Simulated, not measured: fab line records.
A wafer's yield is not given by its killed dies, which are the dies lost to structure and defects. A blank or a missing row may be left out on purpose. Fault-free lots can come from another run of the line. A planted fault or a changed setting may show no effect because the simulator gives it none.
fab line records | flow gf180mcu
[record] lots = 6 | wafers = 18 | lastDay = 34
route steps=602 shown V2@396
lots that met no fault: taken from a fault-free run of the same line
startH: the number of hours between the record's first day and the start of the first shown wafer of the lot | waitH: hours from the lot's prior step to this one | " as in the row above | L1.1+2: a row that stands for several wafers | - value missing, or start not given | * or withheld: withheld | < > ~ a bound
route shown NAME@n: NAME is a module with steps in the file, n the number in the route of the first one | usual: mean/standard deviation taken from wafers without a fault | same: alike in all rows | chamber/n: place in a boat | sites: readings site by site | _std_site: the values' standard deviation | _edge_site: mean of outer sites minus mean of inner sites | radiusMm: how far each site lies from the wafer's centre | mask NAME#n: copy n | behind: the most recent tool/chamber to have shaped the wafer | hold: what put the lot on hold/how long, in hours/how the hold closed | device: names the non-switching transistor (n, p or np) | end of line: tests of these same wafers at the route's end | a step with no rows: only its recipe | killed: dies lost to structure and defects at the first sort, not the wafer's yield | map: dies across one wafer; x = killed, . = not, _ = none there
set.NAME: the run value of the setting; set.NAME@STEP: its run value at that earlier step | model.NAME: the simulator's own value behind a step, which no gauge read
certain route steps with their lots: each step a table, each wafer a row
services: a tool's chamber out of use, with start hour (startH, from the record's first day; less than 0 if before it), hours out, and reason
[[steps]]
[step GF_V2_CD_MEAS_14]
[recipe] targetCdNm = 260
[usual] cdNm = 260.0/1
lot.wafer | tool     | chamber | startH | waitH | cdNm
L230.1    | cdSem-01 | -       | 536.22 | 0.5   | 260.4
L230.4    | "        | -       | "      | "     | 259.7
L230.6    | "        | -       | "      | "     | 260.6
L234.1    | cdSem-01 | -       | 566.58 | 0.1   | 261.0
L234.2    | "        | -       | "      | "     | 260.2
L234.6    | "        | -       | "      | "     | 261.0
L240.1    | cdSem-02 | -       | 610.43 | 0.1   | 261.5
L240.2    | "        | -       | "      | "     | 261.1
L240.6    | "        | -       | "      | "     | 261.2
L241.1    | cdSem-02 | -       | 618.33 | 0.1   | 259.8
L241.2    | "        | -       | "      | "     | 261.8
L241.4    | "        | -       | "      | "     | 260.7
L244.2    | cdSem-02 | -       | 636.52 | 0.2   | 258.7
L244.5    | "        | -       | "      | "     | 259.2
L244.6    | "        | -       | "      | "     | 258.8
L245.1    | cdSem-02 | -       | 641.13 | 0.1   | 260.1
L245.2    | "        | -       | "      | "     | 260.8
L245.4    | "        | -       | "      | "     | 259.6
[step GF_V2_OVL_MEAS_15]
[usual] V2_OVL = 3/6
lot.wafer | tool       | chamber | startH | waitH | V2_OVL[nm]
L230.1    | overlay-01 | -       | 536.34 | 0.1   | -5
L230.4    | "          | -       | "      | "     | 8
L230.6    | "          | -       | "      | "     | 2
L234.1    | overlay-02 | -       | 566.70 | 0.1   | 11
L234.2    | "          | -       | "      | "     | 5
L234.6    | "          | -       | "      | "     | 5
L240.1    | overlay-02 | -       | 610.55 | 0.1   | -1
L240.2    | "          | -       | "      | "     | -4
L240.6    | "          | -       | "      | "     | -7
L241.1    | overlay-02 | -       | 618.45 | 0.1   | -5
L241.2    | "          | -       | "      | "     | 5
L241.4    | "          | -       | "      | "     | 3
L244.2    | overlay-02 | -       | 636.63 | 0.1   | -5
L244.5    | "          | -       | "      | "     | -12
L244.6    | "          | -       | "      | "     | -4
L245.1    | overlay-02 | -       | 641.25 | 0.1   | -1
L245.2    | "          | -       | "      | "     | -1
L245.4    | "          | -       | "      | "     | -9
[step GF_V2_ETCH_16]
[recipe] chemistry = N2/H2 | targetDepthA = withheld | overetchA = withheld | timeS = withheld | target = BARC | ionEnergyEv = 200 | sourceW = 500 | biasW = 100 | pressureMtorr = 30 | n2FlowSccm = 100 | h2FlowSccm = 200
[usual] drypumpMotorCurrentA = 5.7/0.5 | oesProductAu = 0.855/0.0046 | throttleValvePct = 13.224/0.0099
lot.wafer | tool       | chamber | startH | waitH | drypumpMotorCurrentA | oesProductAu | throttleValvePct
L230.1    | rieDiel-02 | 0       | 536.38 | 0.0   | 6.5                  | 0.860        | 13.216
L230.4    | "          | 2       | "      | "     | 5.6                  | 0.863        | 13.211
L230.6    | "          | 1       | "      | "     | 5.3                  | 0.859        | 13.222
L234.1    | rieDiel-02 | 3       | 566.74 | 0.0   | 5.3                  | 0.853        | 13.255
L234.2    | "          | 2       | "      | "     | 5.6                  | 0.853        | 13.222
L234.6    | "          | 0       | "      | "     | 6.5                  | 0.862        | 13.238
L240.1    | rieDiel-02 | 3       | 610.59 | 0.0   | 5.4                  | 0.861        | 13.213
L240.2    | "          | 1       | "      | "     | 5.3                  | 0.857        | 13.228
L240.6    | "          | 0       | "      | "     | 6.5                  | 0.859        | 13.242
L241.1    | rieDiel-01 | 1       | 618.49 | 0.0   | 5.2                  | 0.852        | 13.230
L241.2    | "          | 2       | "      | "     | 5.6                  | 0.854        | 13.224
L241.4    | "          | 0       | "      | "     | 6.5                  | 0.857        | 13.221
L244.2    | rieDiel-02 | 0       | 636.66 | 0.0   | 6.5                  | 0.847        | 13.218
L244.5    | "          | 3       | "      | "     | 5.3                  | 0.855        | 13.236
L244.6    | "          | 0       | "      | "     | 6.5                  | 0.856        | 13.205
L245.1    | rieDiel-01 | 3       | 641.29 | 0.0   | 5.0                  | 0.857        | 13.237
L245.2    | "          | 1       | "      | "     | 5.2                  | 0.858        | 13.225
L245.4    | "          | 0       | "      | "     | 6.4                  | 0.855        | 13.218
[step GF_V2_ETCH_17]
[recipe] chemistry = C4F8/O2/Ar | maskMaterial = KrF | target = SiO2 | stopOn = TiN | sourceW = 1500 | biasW = 1200 | pressureMtorr = 40 | c4f8FlowSccm = withheld | O2_flow_sccm = 6 | Ar_flow_sccm = 300 | timeS = withheld | targetDepthA = 6300
[step GF_V2_STRIP_18]
[recipe] chemistry = O2/N2 | powerW = 1400 | pressureMtorr = 1500 | platenTempC = 250 | o2FlowSccm = 3000 | n2FlowSccm = 300 | overashFraction = 0.5
[usual] drypumpMotorCurrentA = 5.60/0.27 | heaterPowerW = 313/35 | oesProductAu = 0.592/0.0051
lot.wafer | tool           | chamber | startH | waitH | drypumpMotorCurrentA | heaterPowerW | oesProductAu | rfHoursCounterH
L230.1    | plasmaAsher-02 | 1       | 536.51 | -     | 5.67                 | 311          | 0.596        | 44
L230.4    | "              | 1       | "      | "     | 5.69                 | 317          | 0.596        | -
L230.6    | "              | 1       | "      | "     | 5.68                 | 318          | 0.587        | -
L234.1    | plasmaAsher-04 | 1       | 566.87 | -     | 5.16                 | 282          | 0.591        | 89
L234.2    | "              | 0       | "      | "     | 5.86                 | 285          | 0.588        | 89
L234.6    | "              | 1       | "      | "     | 5.17                 | 264          | 0.594        | -
L240.1    | plasmaAsher-02 | 0       | 610.72 | -     | 5.38                 | 311          | 0.595        | 50
L240.2    | "              | 1       | "      | "     | 5.69                 | 319          | 0.595        | 50
L240.6    | "              | 1       | "      | "     | 5.68                 | 313          | 0.602        | -
L241.1    | plasmaAsher-02 | 0       | 618.62 | -     | 5.41                 | 307          | 0.588        | 51
L241.2    | "              | 1       | "      | "     | 5.69                 | 315          | 0.588        | 51
L241.4    | "              | 0       | "      | "     | 5.40                 | 298          | 0.590        | -
L244.2    | plasmaAsher-03 | 0       | 636.79 | -     | 5.65                 | 339          | 0.586        | 23
L244.5    | "              | 0       | "      | "     | 5.63                 | 339          | 0.596        | -
L244.6    | "              | 1       | "      | "     | 5.99                 | 393          | 0.597        | -
L245.1    | plasmaAsher-03 | 1       | 641.42 | -     | 5.97                 | 386          | 0.597        | 23
L245.2    | "              | 0       | "      | "     | 5.63                 | 334          | 0.597        | 23
L245.4    | "              | 1       | "      | "     | 5.99                 | 393          | 0.584        | -
[step GF_V2_STRIP_19]
[recipe] chemistry = postEtchResidueRemover | timeS = 1200 | tempC = 72.5
[step GF_V2_CLEAN_20]
[recipe] chemistry = DIW | dry = n2Spin
[step GF_V2_SPUTTER_21]
[recipe] material = Ti | targetThkNm = 15 | chamberPressurePa = 5 | powerW = 2500 | substrateTempC = 200 | timeS = 80.02
[usual] cathodeDcPowerW = 2499.9/0.47 | throttleValvePct = 29.6/0.92
lot.wafer | tool          | chamber | startH | waitH | cathodeDcPowerW | throttleValvePct
L230.1    | pvdSputter-01 | -       | 537.09 | 0.0   | 2499.9          | 30.5
L230.4    | "             | -       | "      | "     | 2499.4          | 29.9
L230.6    | "             | -       | "      | "     | 2499.2          | 31.3
L234.1    | pvdSputter-01 | -       | 567.40 | 0.0   | 2500.1          | 30.6
L234.2    | "             | -       | "      | "     | 2500.3          | 30.1
L234.6    | "             | -       | "      | "     | 2499.8          | 30.5
L240.1    | pvdSputter-03 | -       | 611.26 | 0.0   | 2500.0          | 28.0
L240.2    | "             | -       | "      | "     | 2499.4          | 29.1
L240.6    | "             | -       | "      | "     | 2500.1          | 30.0
L241.1    | pvdSputter-02 | -       | 619.15 | 0.0   | 2500.1          | 28.4
L241.2    | "             | -       | "      | "     | 2500.7          | 29.1
L241.4    | "             | -       | "      | "     | 2499.7          | 29.8
L244.2    | pvdSputter-02 | -       | 637.32 | 0.0   | 2500.0          | 28.8
L244.5    | "             | -       | "      | "     | 2500.4          | 28.7
L244.6    | "             | -       | "      | "     | 2499.2          | 28.4
L245.1    | pvdSputter-03 | -       | 641.95 | 0.0   | 2500.3          | 30.0
L245.2    | "             | -       | "      | "     | 2499.1          | 28.2
L245.4    | "             | -       | "      | "     | 2500.6          | 29.0
[step GF_V2_SPUTTER_22]
[recipe] material = TiN | targetThkNm = 10 | chamberPressurePa = 5 | powerW = 4000 | timeS = 40
[usual] cathodeDcPowerW = 4000.1/0.65 | throttleValvePct = 29.6/0.95
lot.wafer | tool          | chamber | startH | waitH | cathodeDcPowerW | throttleValvePct
L230.1    | pvdSputter-01 | -       | 537.15 | 0.0   | 4000.0          | 30.3
L230.4    | "             | -       | "      | "     | 3999.8          | 30.1
L230.6    | "             | -       | "      | "     | 4000.1          | 31.3
L234.1    | pvdSputter-01 | -       | 567.46 | 0.0   | 4000.4          | 30.4
L234.2    | "             | -       | "      | "     | 4001.1          | 30.3
L234.6    | "             | -       | "      | "     | 4000.2          | 30.5
L240.1    | pvdSputter-03 | -       | 611.32 | 0.0   | 4001.7          | 28.0
L240.2    | "             | -       | "      | "     | 3999.6          | 29.1
L240.6    | "             | -       | "      | "     | 4000.3          | 30.0
L241.1    | pvdSputter-02 | -       | 619.21 | 0.0   | 3999.8          | 28.0
L241.2    | "             | -       | "      | "     | 3999.9          | 29.3
L241.4    | "             | -       | "      | "     | 4000.7          | 29.8
L244.2    | pvdSputter-02 | -       | 637.38 | 0.0   | 3999.0          | 29.0
L244.5    | "             | -       | "      | "     | 3999.9          | 28.4
L244.6    | "             | -       | "      | "     | 3998.8          | 28.4
L245.1    | pvdSputter-03 | -       | 642.01 | 0.0   | 4000.4          | 29.8
L245.2    | "             | -       | "      | "     | 4000.0          | 28.0
L245.4    | "             | -       | "      | "     | 3999.9          | 29.0
[step GF_V2_CVD_23]
[recipe] material = W | targetThkNm = 350 | timeS = 104.94 | tempC = 400 | pressureTorr = 40
[usual] chamberPressureTorr = 40.01/0.088 | heaterPowerW = 891/69
lot.wafer | tool    | chamber | startH | waitH | chamberPressureTorr | heaterPowerW | sinceWetCleanH
L230.1    | cvdW-02 | 1       | 537.19 | 0.0   | 40.14               | 933          | 633
L230.4    | "       | 1       | "      | "     | 40.00               | 952          | -
L230.6    | "       | 0       | "      | "     | 40.11               | 849          | -
L234.1    | cvdW-02 | 1       | 567.50 | 0.0   | 40.00               | 933          | 664
L234.2    | "       | 0       | "      | "     | 40.06               | 850          | 664
L234.6    | "       | 1       | "      | "     | 40.13               | 935          | -
L240.1    | cvdW-02 | 0       | 611.36 | 0.0   | 40.02               | 850          | 707
L240.2    | "       | 1       | "      | "     | 40.07               | 928          | 707
L240.6    | "       | 1       | "      | "     | 39.98               | 934          | -
L241.1    | cvdW-01 | 1       | 619.25 | 0.0   | 40.06               | 814          | 215
L241.2    | "       | 0       | "      | "     | 39.78               | 960          | 215
L241.4    | "       | 1       | "      | "     | 39.97               | 817          | -
L244.2    | cvdW-02 | 1       | 637.42 | 0.0   | 40.12               | 929          | 733
L244.5    | "       | 0       | "      | "     | 40.02               | 847          | -
L244.6    | "       | 1       | "      | "     | 40.05               | 967          | -
L245.1    | cvdW-01 | 1       | 642.05 | 0.0   | 40.19               | 812          | 238
L245.2    | "       | 0       | "      | "     | 40.14               | 976          | 238
L245.4    | "       | 1       | "      | "     | 40.01               | 808          | -
[step GF_V2_RS_MEAS_24]
[recipe] thkMeasGauge = four-point-probe | reads = W_of_V2_CVD_23+TiN_of_V2_SPUTTER_22+Ti_of_V2_SPUTTER_21
[usual] V2_W_RS = 0.3267/0.0026
lot.wafer | tool         | chamber | startH | waitH | V2_W_RS[ohm/sq]
L230.1    | filmMetro-02 | -       | 537.30 | 0.1   | 0.3290
L230.4    | "            | -       | "      | "     | 0.3292
L230.6    | "            | -       | "      | "     | 0.3296
L234.1    | filmMetro-04 | -       | 567.61 | 0.1   | 0.3268
L234.2    | "            | -       | "      | "     | 0.3275
L234.6    | "            | -       | "      | "     | 0.3292
L240.1    | filmMetro-04 | -       | 611.47 | 0.1   | 0.3301
L240.2    | "            | -       | "      | "     | 0.3249
L240.6    | "            | -       | "      | "     | 0.3255
L241.1    | filmMetro-01 | -       | 619.36 | 0.1   | 0.3246
L241.2    | "            | -       | "      | "     | 0.3244
L241.4    | "            | -       | "      | "     | 0.3236
L244.2    | filmMetro-01 | -       | 637.55 | 0.1   | 0.3272
L244.5    | "            | -       | "      | "     | 0.3261
L244.6    | "            | -       | "      | "     | 0.3287
L245.1    | filmMetro-01 | -       | 642.16 | 0.1   | 0.3267
L245.2    | "            | -       | "      | "     | 0.3272
L245.4    | "            | -       | "      | "     | 0.3216
[step GF_V2_THK_MEAS_25]
[recipe] thkMeasGauge = xrf | reads = W_of_V2_CVD_23
[usual] V2_W_THK = 353/4.3
lot.wafer | tool         | chamber | startH | waitH | V2_W_THK[nm]
L230.1    | filmMetro-02 | -       | 537.42 | 0.1   | 347
L230.4    | "            | -       | "      | "     | 348
L230.6    | "            | -       | "      | "     | 350
L234.1    | filmMetro-04 | -       | 567.73 | 0.1   | 359
L234.2    | "            | -       | "      | "     | 354
L234.6    | "            | -       | "      | "     | 356
L240.1    | filmMetro-04 | -       | 611.59 | 0.1   | 354
L240.2    | "            | -       | "      | "     | 360
L240.6    | "            | -       | "      | "     | 356
L241.1    | filmMetro-01 | -       | 619.48 | 0.1   | 359
L241.2    | "            | -       | "      | "     | 360
L241.4    | "            | -       | "      | "     | 359
L244.2    | filmMetro-01 | -       | 637.66 | 0.1   | 352
L244.5    | "            | -       | "      | "     | 354
L244.6    | "            | -       | "      | "     | 352
L245.1    | filmMetro-01 | -       | 642.28 | 0.1   | 354
L245.2    | "            | -       | "      | "     | 353
L245.4    | "            | -       | "      | "     | 358
[step GF_V2_CMP_26]
[recipe] stopOn = SiO2 | downForcePsi = 3.5 | platenRpm = 60 | tOverpolishS = 15 | targetThkNm = 0 | padVelocityMS = 0.94248
[usual] edgeZonePressureFrac = 1.000/0.0049 | headPressurePsi = 3.500/0.0078 | motorCurrentA = 10.9/1.1 | overpolishRunS = 15.001/0.0096 | timeToEndpointS = 84.0/2.9
lot.wafer | tool   | chamber | startH | waitH | edgeZonePressureFrac | headPressurePsi | motorCurrentA | overpolishRunS | timeToEndpointS | model.W_of_V2_CVD_23.thkNm | model.SiO2_of_V2_CVD_02.thkNm
L230.1    | cmp-02 | 0       | 537.53 | 0.1   | 1.001                | 3.501           | 11.3          | 14.986         | 80.3            | 0                          | 628.2
L230.4    | "      | 2       | "      | "     | 0.999                | 3.506           | 10.5          | 14.987         | 83.2            | 0                          | 629.5
L230.6    | "      | 0       | "      | "     | 1.005                | 3.502           | 11.8          | 15.004         | 81.9            | 0                          | 630.1
L234.2    | cmp-02 | 1       | 567.79 | 0.0   | 1.000                | 3.498           | 12.8          | 15.001         | 87.6            | 0                          | 627.8
L234.1    | "      | 3       | "      | "     | 1.004                | 3.496           | 10.6          | 14.997         | 88.0            | 0                          | 628.9
L234.6    | "      | 1       | "      | "     | 1.001                | 3.509           | 13.3          | 15.011         | 84.4            | 0                          | 628.6
L240.1    | cmp-02 | 1       | 611.70 | 0.1   | -                    | -               | -             | -              | -               | 347.6                      | 630.1
L240.2    | "      | 2       | "      | "     | -                    | -               | -             | -              | -               | 352.9                      | 630.7
L240.6    | "      | 1       | "      | "     | -                    | -               | -             | -              | -               | 352.2                      | 632
L241.2    | cmp-02 | 3       | 619.60 | 0.1   | -                    | -               | -             | -              | -               | 353.5                      | 632.6
L241.1    | "      | 0       | "      | "     | -                    | -               | -             | -              | -               | 353.1                      | 632.8
L241.4    | "      | 1       | "      | "     | -                    | -               | -             | -              | -               | 355                        | 631.8
L244.2    | cmp-02 | 3       | 637.76 | 0.1   | 0.996                | 3.510           | 10.1          | 15.011         | 81.5            | 0                          | 628.5
L244.5    | "      | 2       | "      | "     | 1.001                | 3.506           | 11.1          | 14.998         | 83.6            | 0                          | 629.3
L244.6    | "      | 3       | "      | "     | 0.997                | 3.503           | 10.3          | 15.000         | 80.3            | 0                          | 629.8
L245.4    | cmp-01 | 2       | 642.34 | 0.0   | 1.001                | 3.494           | 9.7           | 15.003         | 84.0            | 0                          | 627.2
L245.1    | "      | 0       | "      | "     | 0.993                | 3.492           | 9.8           | 15.015         | 85.4            | 0                          | 628.6
L245.2    | "      | 1       | "      | "     | 0.991                | 3.510           | 10.3          | 15.007         | 86.5            | 0                          | 627.2
[[services]]
tool           | chamber | startH | hours | kind
pvdSputter-01  | -       | 512.62 | 3.6   | repair
cmp-02         | -       | 518.47 | 0.8   | repair
pvdSputter-02  | -       | 526.69 | 1.0   | repair
cvdW-02        | 1       | 543.16 | 6.2   | repair
cmp-02         | -       | 543.75 | 0.3   | repair
cmp-01         | -       | 546.59 | 2.0   | repair
rieDiel-01     | 3       | 549.90 | 3.4   | repair
cvdW-02        | -       | 550.14 | 6.0   | pm
plasmaAsher-04 | -       | 552.88 | 0.7   | repair
cmp-02         | -       | 553.15 | 3.6   | repair
cmp-01         | -       | 557.27 | 2.8   | repair
rieDiel-01     | 2       | 557.50 | 6.3   | repair
cvdW-01        | -       | 558.91 | 0.8   | repair
cmp-02         | -       | 572.19 | 4.0   | pm
plasmaAsher-02 | -       | 580.00 | 15.6  | pm
cvdW-01        | 1       | 583.38 | 7.0   | repair
rieDiel-02     | 2       | 584.81 | 2.0   | repair
cmp-01         | -       | 593.89 | 2.2   | repair
cmp-01         | -       | 609.93 | 0.2   | repair
rieDiel-01     | 3       | 610.90 | 4.5   | repair
cmp-01         | -       | 613.42 | 6.4   | pm
cmp-02         | -       | 620.21 | 5.8   | pm
rieDiel-02     | 2       | 625.79 | 9.1   | repair
cmp-02         | -       | 631.40 | 0.3   | repair
[[key]]
[firstSign] step = GF_V2_CMP_26 | reading = toolRecord | direction = missing
effect none on later readings
[modelEffect] step = GF_V2_CMP_26 | value = W_of_V2_CVD_23.thkNm | without = 0 | struck = 352.4
metAt GF_V2_CMP_26
struckWafers L240.1,L240.2,L240.6,L241.1,L241.2,L241.4
laterRowsLeftOut L240.1,L240.2,L240.6,L241.1,L241.2,L241.4
sortLeftOut L240.1,L240.2,L240.6,L241.1,L241.2,L241.4
onsetBetween 567.79 611.70
[fault] kind = skippedStepWhole | tool = cmp-02 | chamber = - | onsetH = 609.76 | steps = GF_V2_CMP_26 | scope = struckLotsOnly
// sortLeftOut: the simulated sort isn't trusted on such a fault, so these wafers' sort isn't shown, and their yield isn't known
// laterRowsLeftOut: the simulator's readings of these wafers behind a module that went badly wrong aren't trusted and aren't shown, but for the sort
